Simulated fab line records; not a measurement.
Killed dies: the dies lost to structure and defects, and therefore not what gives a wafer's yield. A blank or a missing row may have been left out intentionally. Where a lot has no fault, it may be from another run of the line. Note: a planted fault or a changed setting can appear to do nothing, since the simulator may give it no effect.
fab line records ; flow sky130
record: lots: 11; wafers: 33; last_day: 50
route steps=708 shown METAL2@486 VIA2@509 PAD_OPEN@708
lots that met no fault: taken from a fault-free run of the same line
start_h: the number of hours between the record's first day and the start of the first shown wafer of the lot ; wait_h: how many hours have passed since the lot's step before this one ; " identical to the entry in the row above ; L1.1+2: one row covering several wafers at once ; - no value present, or no start provided ; * or withheld: withheld ; < > ~ a bound
route shown NAME@n: NAME is a module with steps in the file, n the number in the route of the first one ; usual: mean/standard deviation of fault-free wafers ; same: alike in all rows ; chamber/n: place in a boat ; sites: each site's reading ; _std_site: the values' standard deviation ; _edge_site: outer sites' mean less inner sites' ; radius_mm: for every site, how far away it sits from the centre of the wafer ; mask NAME#n: copy n ; behind: the tool/chamber that last shaped the wafer ; hold: why the lot went on hold/how many hours it stayed there/how the hold came to an end ; device: whichever transistor did not switch (one of n, p or np) ; end of line: the route-end tests of the same wafers ; a step without rows: its recipe alone ; killed: at the first sort, the dies lost to defects and structure; wafer yield is something else ; map: the dies of a wafer, with x for killed, . for not killed, _ for no die there
set.NAME: the setting the step ran with; set.NAME@STEP: the setting that earlier step ran with ; model.NAME: the simulator's own value behind a step, which no gauge read
a sample of lots followed through the steps of the route, with each step as a table and each wafer as a row
services: a tool's chamber out of use, with start hour (start_h, from the record's first day; less than 0 if before it), hours out, and reason
== steps ==
step: SKY_METAL2_SPUTTER_03
recipe: material: Ti; target_thk_nm: 5; power_w: 3000; time_s: 3.3; chamber_pressure_pa: 0.4
usual: throttle_valve_pct: 30.1/0.74
lot.wafer;tool;chamber;start_h;wait_h;throttle_valve_pct
L192.3;pvd_sputter-01;-;792.18;0.0;31.1
L192.5;pvd_sputter-01;-;792.18;0.0;30.2
L192.6;pvd_sputter-01;-;792.18;0.0;30.2
L194.1;pvd_sputter-01;-;816.24;0.0;31.0
L194.2;pvd_sputter-01;-;816.24;0.0;29.1
L194.6;pvd_sputter-01;-;816.24;0.0;30.4
L195.2;pvd_sputter-03;-;833.25;0.0;29.8
L195.3;pvd_sputter-03;-;833.25;0.0;30.1
L195.4;pvd_sputter-03;-;833.25;0.0;29.6
L196.3;pvd_sputter-01;-;838.46;0.0;30.0
L196.5;pvd_sputter-01;-;838.46;0.0;29.4
L196.6;pvd_sputter-01;-;838.46;0.0;30.3
L198.1;pvd_sputter-01;-;849.82;0.0;30.3
L198.2;pvd_sputter-01;-;849.82;0.0;28.9
L198.5;pvd_sputter-01;-;849.82;0.0;29.0
L206.2;pvd_sputter-01;-;905.91;0.0;30.3
L206.3;pvd_sputter-01;-;905.91;0.0;31.0
L206.6;pvd_sputter-01;-;905.91;0.0;30.0
L207.2;pvd_sputter-04;-;909.71;0.0;32.5
L207.3;pvd_sputter-04;-;909.71;0.0;29.8
L207.5;pvd_sputter-04;-;909.71;0.0;31.8
L209.1;pvd_sputter-04;-;921.44;0.0;32.0
L209.2;pvd_sputter-04;-;921.44;0.0;31.7
L209.4;pvd_sputter-04;-;921.44;0.0;29.5
L212.3;pvd_sputter-04;-;936.88;0.0;31.4
L212.4;pvd_sputter-04;-;936.88;0.0;30.3
L212.5;pvd_sputter-04;-;936.88;0.0;31.6
L214.2;pvd_sputter-01;-;967.80;0.0;30.0
L214.5;pvd_sputter-01;-;967.80;0.0;29.3
L214.6;pvd_sputter-01;-;967.80;0.0;31.0
L215.1;pvd_sputter-01;-;968.53;0.0;30.0
L215.2;pvd_sputter-01;-;968.53;0.0;30.9
L215.6;pvd_sputter-01;-;968.53;0.0;30.0
step: SKY_METAL2_ETCH_18
recipe: chemistry: N2/H2; target: BARC; ion_energy_ev: 200; bias_w: 100; pressure_mtorr: 30; n2_flow_sccm: 100; h2_flow_sccm: 200; icp_w: 500; stop_on: SiO2; time_s: 45.9; target_depth_a: 600
usual: chamber_pressure_mTorr: 30.00/0.031; drypump_motor_current_A: 6.1/0.32; oes_product_au: 0.854/0.0045; throttle_valve_pct: 13.225/0.0085
lot.wafer;tool;chamber;start_h;wait_h;chamber_pressure_mTorr;drypump_motor_current_A;oes_product_au;rf_hours_counter_h;throttle_valve_pct
L192.3;rie_metal-04;1;818.85;0.0;30.01;6.5;0.853;-;13.217
L192.5;rie_metal-04;0;818.85;0.0;30.01;6.1;0.851;-;13.219
L192.6;rie_metal-04;1;818.85;0.0;30.01;6.5;0.855;-;13.225
L194.1;rie_metal-03;1;843.06;0.1;30.00;6.2;0.841;11;13.221
L194.2;rie_metal-03;1;843.06;0.1;30.02;6.2;0.850;-;13.237
L194.6;rie_metal-03;1;843.06;0.1;29.99;6.2;0.859;-;13.238
L195.2;rie_metal-02;1;859.80;0.0;29.98;5.5;0.858;9;13.227
L195.3;rie_metal-02;0;859.80;0.0;30.02;6.2;0.847;-;13.216
L195.4;rie_metal-02;1;859.80;0.0;30.00;5.4;0.854;-;13.221
L196.3;rie_metal-03;1;864.87;0.0;30.01;6.2;0.856;-;13.227
L196.5;rie_metal-03;1;864.87;0.0;30.05;6.2;0.848;-;13.224
L196.6;rie_metal-03;0;864.87;0.0;30.01;6.1;0.852;-;13.214
L198.1;rie_metal-04;1;877.58;0.0;29.98;6.5;0.851;10;13.229
L198.2;rie_metal-04;0;877.58;0.0;30.02;6.2;0.860;15;13.229
L198.5;rie_metal-04;1;877.58;0.0;30.04;6.5;0.855;-;13.211
L206.2;rie_metal-04;0;930.35;0.0;30.02;6.1;0.860;19;13.232
L206.3;rie_metal-04;0;930.35;0.0;29.96;6.1;0.855;-;13.234
L206.6;rie_metal-04;0;930.35;0.0;30.03;6.2;0.848;-;13.217
L207.2;rie_metal-02;0;934.73;0.0;29.96;6.3;0.852;13;13.242
L207.3;rie_metal-02;1;934.73;0.0;30.03;5.4;0.857;-;13.216
L207.5;rie_metal-02;1;934.73;0.0;30.02;5.4;0.856;-;13.216
L209.1;rie_metal-04;1;946.68;0.1;29.97;6.5;0.859;13;13.222
L209.2;rie_metal-04;1;946.68;0.1;29.98;6.5;0.861;-;13.228
L209.4;rie_metal-04;1;946.68;0.1;29.97;6.5;0.852;-;13.228
L212.3;rie_metal-03;0;961.77;0.0;30.01;6.1;0.854;-;13.224
L212.4;rie_metal-03;1;961.77;0.0;29.99;6.2;0.851;-;13.226
L212.5;rie_metal-03;0;961.77;0.0;29.96;6.1;0.851;-;13.240
L214.2;rie_metal-03;0;991.45;0.0;30.02;6.1;0.853;7;13.213
L214.5;rie_metal-03;1;991.45;0.0;30.03;6.2;0.859;-;13.223
L214.6;rie_metal-03;0;991.45;0.0;30.00;6.1;0.866;-;13.231
L215.1;rie_metal-04;1;992.45;0.0;29.98;6.5;0.853;15;13.224
L215.2;rie_metal-04;0;992.45;0.0;29.97;6.2;0.856;2;13.224
L215.6;rie_metal-04;1;992.45;0.0;29.99;6.5;0.854;-;13.217
step: SKY_VIA2_CMP_02
recipe: material: SiO2; down_force_psi: 4; platen_rpm: 60; pad_velocity_m_s: 0.94248
usual: head_pressure_psi: 4.000/0.0092; motor_current_A: 12.1/0.93
lot.wafer;tool;chamber;start_h;wait_h;head_pressure_psi;motor_current_A
L192.3;cmp-01;3;819.85;0.0;4.004;12.3
L192.6;cmp-01;3;819.85;0.0;4.005;12.4
L192.5;cmp-01;0;819.85;0.0;3.999;11.3
L194.2;cmp-01;3;844.18;0.0;4.008;11.7
L194.1;cmp-01;2;844.18;0.0;4.005;10.6
L194.6;cmp-01;0;844.18;0.0;4.001;10.9
L195.4;cmp-01;1;860.74;0.0;4.006;13.3
L195.2;cmp-01;3;860.74;0.0;4.003;12.1
L195.3;cmp-01;0;860.74;0.0;4.005;11.5
L196.3;cmp-01;1;865.89;0.1;3.989;13.8
L196.6;cmp-01;3;865.89;0.1;3.996;12.3
L196.5;cmp-01;0;865.89;0.1;4.001;10.8
L198.1;cmp-02;3;878.55;0.1;4.014;12.4
L198.2;cmp-02;0;878.55;0.1;3.994;12.3
L198.5;cmp-02;0;878.55;0.1;3.985;12.2
L206.3;cmp-01;3;931.47;0.2;4.007;12.8
L206.2;cmp-01;1;931.47;0.2;4.006;13.1
L206.6;cmp-01;3;931.47;0.2;3.992;12.5
L207.2;cmp-01;1;935.80;0.1;4.010;13.7
L207.3;cmp-01;2;935.80;0.1;4.002;10.8
L207.5;cmp-01;0;935.80;0.1;4.005;11.2
L209.4;cmp-02;1;947.77;0.0;3.994;11.2
L209.2;cmp-02;3;947.77;0.0;3.994;13.4
L209.1;cmp-02;0;947.77;0.0;3.988;12.5
L212.4;cmp-02;2;962.73;0.0;4.009;12.6
L212.3;cmp-02;1;962.73;0.0;3.996;11.7
L212.5;cmp-02;2;962.73;0.0;4.004;12.4
L214.2;cmp-01;3;992.48;0.1;4.005;12.2
L214.6;cmp-01;1;992.48;0.1;4.008;13.4
L214.5;cmp-01;2;992.48;0.1;3.995;11.7
L215.2;cmp-01;3;993.38;0.0;4.001;12.3
L215.1;cmp-01;0;993.38;0.0;4.001;11.5
L215.6;cmp-01;0;993.38;0.0;3.991;11.2
step: SKY_VIA2_OVL_MEAS_13
usual: VIA2_OVL: -4/5.7
lot.wafer;tool;chamber;start_h;wait_h;VIA2_OVL[nm]
L192.3;overlay-02;-;846.38;0.1;-3
L192.5;overlay-02;-;846.38;0.1;-8
L192.6;overlay-02;-;846.38;0.1;-4
L194.1;overlay-01;-;870.66;0.1;-1
L194.2;overlay-01;-;870.66;0.1;-2
L194.6;overlay-01;-;870.66;0.1;-2
L195.2;overlay-01;-;886.99;0.1;9
L195.3;overlay-01;-;886.99;0.1;4
L195.4;overlay-01;-;886.99;0.1;1
L196.3;overlay-01;-;891.84;0.1;1
L196.5;overlay-01;-;891.84;0.1;-4
L196.6;overlay-01;-;891.84;0.1;0
L198.1;overlay-01;-;904.34;0.1;-5
L198.2;overlay-01;-;904.34;0.1;-5
L198.5;overlay-01;-;904.34;0.1;-4
L206.2;overlay-02;-;956.52;0.1;-16
L206.3;overlay-02;-;956.52;0.1;-11
L206.6;overlay-02;-;956.52;0.1;-15
L207.2;overlay-01;-;960.69;0.1;-4
L207.3;overlay-01;-;960.69;0.1;0
L207.5;overlay-01;-;960.69;0.1;-1
L209.1;overlay-02;-;972.78;0.1;-5
L209.2;overlay-02;-;972.78;0.1;-6
L209.4;overlay-02;-;972.78;0.1;-4
L212.3;overlay-01;-;987.08;0.1;-2
L212.4;overlay-01;-;987.08;0.1;1
L212.5;overlay-01;-;987.08;0.1;1
L214.2;overlay-01;-;1015.98;0.1;-4
L214.5;overlay-01;-;1015.98;0.1;1
L214.6;overlay-01;-;1015.98;0.1;-4
L215.1;overlay-01;-;1017.01;0.1;3
L215.2;overlay-01;-;1017.01;0.1;-3
L215.6;overlay-01;-;1017.01;0.1;-2
step: SKY_VIA2_ETCH_15
recipe: target: SiO2; chemistry: C4F8/O2/Ar; target_depth_nm: 546; stop_on: TiN; mask_material: KrF-thick; source_w: 1500; bias_w: 1200; pressure_mtorr: 40; c4f8_flow_sccm: withheld; O2_flow_sccm: 6; Ar_flow_sccm: 300; time_s: 84
usual: chamber_pressure_mTorr: 40.00/0.037; oes_product_au: 0.939/0.0048
lot.wafer;tool;chamber;start_h;wait_h;chamber_pressure_mTorr;oes_product_au;rf_hours_counter_h
L192.3;rie_diel-02;1;846.44;0.0;40.02;0.941;0
L192.5;rie_diel-02;3;846.44;0.0;40.01;0.940;-
L192.6;rie_diel-02;0;846.44;0.0;40.04;0.948;-
L194.1;rie_diel-04;0;870.74;0.0;40.05;0.941;17
L194.2;rie_diel-04;3;870.74;0.0;40.06;0.945;10
L194.6;rie_diel-04;2;870.74;0.0;40.02;0.944;-
L195.2;rie_diel-02;0;887.06;0.0;39.95;0.896;7
L195.3;rie_diel-02;3;887.06;0.0;39.99;0.904;8
L195.4;rie_diel-02;1;887.06;0.0;39.97;0.897;1
L196.3;rie_diel-04;1;891.91;0.0;39.98;0.899;6
L196.5;rie_diel-04;0;891.91;0.0;40.02;0.888;-
L196.6;rie_diel-04;1;891.91;0.0;40.00;0.891;-
L198.1;rie_diel-04;1;904.42;0.0;40.01;0.930;6
L198.2;rie_diel-04;2;904.42;0.0;40.01;0.942;20
L198.5;rie_diel-04;1;904.42;0.0;39.92;0.942;-
L206.2;rie_diel-03;0;956.59;0.0;40.02;0.939;15
L206.3;rie_diel-03;2;956.59;0.0;39.99;0.939;19
L206.6;rie_diel-03;2;956.59;0.0;40.06;0.947;-
L207.2;rie_diel-02;1;960.76;0.0;40.06;0.945;3
L207.3;rie_diel-02;2;960.76;0.0;39.97;0.936;10
L207.5;rie_diel-02;1;960.76;0.0;39.99;0.944;-
L209.1;rie_diel-04;3;972.86;0.0;39.95;0.937;13
L209.2;rie_diel-04;0;972.86;0.0;39.96;0.942;20
L209.4;rie_diel-04;1;972.86;0.0;40.01;0.938;8
L212.3;rie_diel-03;0;987.14;0.0;40.01;0.939;16
L212.4;rie_diel-03;2;987.14;0.0;40.02;0.938;20
L212.5;rie_diel-03;3;987.14;0.0;40.02;0.940;-
L214.2;rie_diel-02;1;1016.05;0.0;40.04;0.944;5
L214.5;rie_diel-02;2;1016.05;0.0;39.98;0.947;-
L214.6;rie_diel-02;3;1016.05;0.0;40.05;0.936;-
L215.1;rie_diel-02;3;1017.08;0.0;40.03;0.943;12
L215.2;rie_diel-02;1;1017.08;0.0;40.06;0.939;5
L215.6;rie_diel-02;3;1017.08;0.0;39.97;0.949;-
step: SKY_PAD_OPEN_PROBE_99
usual: defect_limited_yield: 82.4/1.9; killed_at_M0_to_M3: 44/7.1; killed_at_M4_up: 3.5/2; killed_at_contacts: 24/5.3; killed_at_front_end: 15/4.8; killed_at_other: 0.1/0.35; killed_dies: 86/9.3; killed_open: 47/7.8; killed_short: 39/5.9; sort_bin_3_pad_short: 0.8/0.42; sort_bin_5_function: 10.3/1.4; sort_bin_6_memory: 6.4/1.1; sort_n_pass: 406/9.3; sort_yield_pct: 82.4/1.9
same: gross_dies: 492; killed_at_back_side: 0; sort_bin_4_leakage[%]: 0; sort_bin_8_speed[%]: 0
lot.wafer;tool;chamber;start_h;wait_h;defect_limited_yield[%];killed_at_M0_to_M3;killed_at_M4_up;killed_at_contacts;killed_at_front_end;killed_at_other;killed_dies;killed_open;killed_short;sort_bin_3_pad_short[%];sort_bin_5_function[%];sort_bin_6_memory[%];sort_n_pass;sort_yield_pct[%]
L195.2;prober-02;-;1106.46;0.1;83.3;43;5;18;16;0;82;51;31;0.4;10.4;5.9;410;83.3
L195.3;prober-02;-;1106.51;0.2;83.3;43;3;20;16;0;82;45;37;0.2;9.8;6.7;410;83.3
L195.4;prober-02;-;1106.56;0.2;82.5;46;2;27;11;0;86;43;43;1.2;10.2;6.1;406;82.5
L207.2;prober-01;-;1162.59;0.1;80.3;49;2;17;29;0;97;47;50;0.8;10.4;8.5;395;80.3
L207.3;prober-01;-;1162.64;0.2;79.1;54;1;25;23;0;103;58;45;0.6;13.6;6.7;389;79.1
L207.5;prober-01;-;1162.74;0.2;81.5;39;7;22;23;0;91;53;38;1.6;10.8;6.1;401;81.5
L212.3;prober-02;-;1182.77;0.2;82.5;40;1;29;16;0;86;45;41;0.6;11.0;5.9;406;82.5
L212.4;prober-02;-;1182.82;0.2;82.3;45;5;28;9;0;87;41;46;0.4;10.6;6.7;405;82.3
L212.5;prober-02;-;1182.87;0.2;82.7;38;7;18;22;0;85;47;38;0.6;11.6;5.1;407;82.7
killed by level:class
L195.2 VIA1:geometric_particle:open=14 CONTACT:geometric_particle:open=8 LI_CONTACT:geometric_particle:open=6 VIA1:geometric_particle:short=6 FIELD_ISO:geometric_particle:short=4 FIELD_ISO:geometric_particle:open=4 METAL1:geometric_particle:short=4 METAL2:geometric_particle:short=4
L195.3 LI_CONTACT:geometric_particle:open=8 VIA1:geometric_particle:open=7 POLY_GATE:geometric_particle:open=6 METAL2:geometric_particle:short=6 VIA2:geometric_particle:open=5 FIELD_ISO:geometric_particle:open=4 METAL1:geometric_particle:short=4 CONTACT:geometric_particle:open=4
L195.4 CONTACT:geometric_particle:open=12 LI_CONTACT:geometric_particle:open=10 VIA1:geometric_particle:open=10 VIA1:geometric_particle:short=10 FIELD_ISO:geometric_particle:short=6 METAL1:geometric_particle:short=6 METAL2:geometric_particle:short=5 CONTACT:geometric_particle:short=3
L207.2 VIA1:geometric_particle:open=9 POLY_GATE:geometric_particle:short=8 METAL1:geometric_particle:short=8 CONTACT:geometric_particle:open=6 FIELD_ISO:geometric_particle:short=5 FIELD_ISO:geometric_particle:open=5 LI_CONTACT:geometric_particle:open=5 CONTACT:geometric_particle:short=5
L207.3 VIA1:geometric_particle:open=13 METAL2:geometric_particle:short=12 CONTACT:geometric_particle:open=11 LI_CONTACT:geometric_particle:open=7 POLY_GATE:geometric_particle:open=6 VIA3:geometric_particle:open=6 FIELD_ISO:geometric_particle:short=5 CONTACT:geometric_particle:short=5
L207.5 VIA1:geometric_particle:open=14 LI_CONTACT:geometric_particle:open=8 VIA3:geometric_particle:open=7 FIELD_ISO:geometric_particle:short=6 POLY_GATE:geometric_particle:open=5 LOCAL_INTERCONNECT:geometric_particle:short=5 CONTACT:geometric_particle:open=5 METAL1:geometric_particle:short=5
L212.3 VIA1:geometric_particle:open=11 CONTACT:geometric_particle:open=9 CONTACT:geometric_particle:short=6 VIA2:geometric_particle:open=6 LI_CONTACT:geometric_particle:open=5 LI_CONTACT:geometric_particle:short=5 METAL2:geometric_particle:short=5 POLY_GATE:geometric_particle:short=4
L212.4 CONTACT:geometric_particle:short=9 VIA1:geometric_particle:open=9 VIA2:geometric_particle:open=9 CONTACT:geometric_particle:open=7 VIA2:geometric_particle:short=6 METAL2:geometric_particle:short=6 VIA3:geometric_particle:open=6 LI_CONTACT:geometric_particle:open=5
L212.5 VIA1:geometric_particle:open=9 VIA2:geometric_particle:open=8 FIELD_ISO:geometric_particle:short=7 LI_CONTACT:geometric_particle:open=7 FIELD_ISO:geometric_particle:open=6 METAL4:geometric_particle:short=6 VIA1:geometric_particle:short=6 CONTACT:geometric_particle:open=5
== services ==
tool;chamber;start_h;hours;kind
rie_diel-04;-;780.45;1.3;repair
rie_metal-04;-;791.89;1.4;pm
rie_metal-03;1;798.07;3.4;repair
pvd_sputter-01;-;799.47;5.5;repair
cmp-01;-;804.09;2.0;repair
rie_diel-04;0;811.74;2.6;repair
rie_metal-03;-;813.40;2.8;pm
cmp-01;-;834.07;5.2;repair
pvd_sputter-01;-;849.20;0.5;repair
rie_diel-04;-;856.70;0.6;repair
rie_diel-02;2;878.79;4.8;repair
rie_metal-04;1;885.58;21.1;repair
pvd_sputter-01;-;892.50;10.0;repair
rie_diel-04;3;904.07;4.5;repair
cmp-01;-;912.00;4.0;pm
pvd_sputter-01;-;924.79;6.6;repair
rie_diel-02;1;950.09;3.8;repair
rie_diel-02;1;957.42;1.2;repair
rie_diel-02;3;960.95;2.8;repair
rie_diel-02;1;970.46;3.4;repair
pvd_sputter-01;-;974.30;11.3;repair
rie_metal-04;-;981.06;0.5;repair
rie_metal-04;0;1001.86;5.7;repair
rie_diel-02;2;1002.76;2.9;repair
== key ==
first_sign: step: SKY_VIA2_ETCH_15; reading: oes_product_au; direction: down; sigmas: 9; usual: 0.939; struck: 0.896
effect none on later readings
met_at SKY_VIA2_CMP_02
struck_lots L195,L196
not_acting_at SKY_METAL2_SPUTTER_03,SKY_METAL2_ETCH_18,SKY_VIA2_OVL_MEAS_13
onset_between 844.18 860.74
fault: kind: process_parameter_drift; tool: cmp-01; chamber: -; onset_h: 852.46; steps: SKY_VIA2_CMP_02; channel: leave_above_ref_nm; offset: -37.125; shape: step; end_h: 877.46; acts_in: these_recipes_only; stated: 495
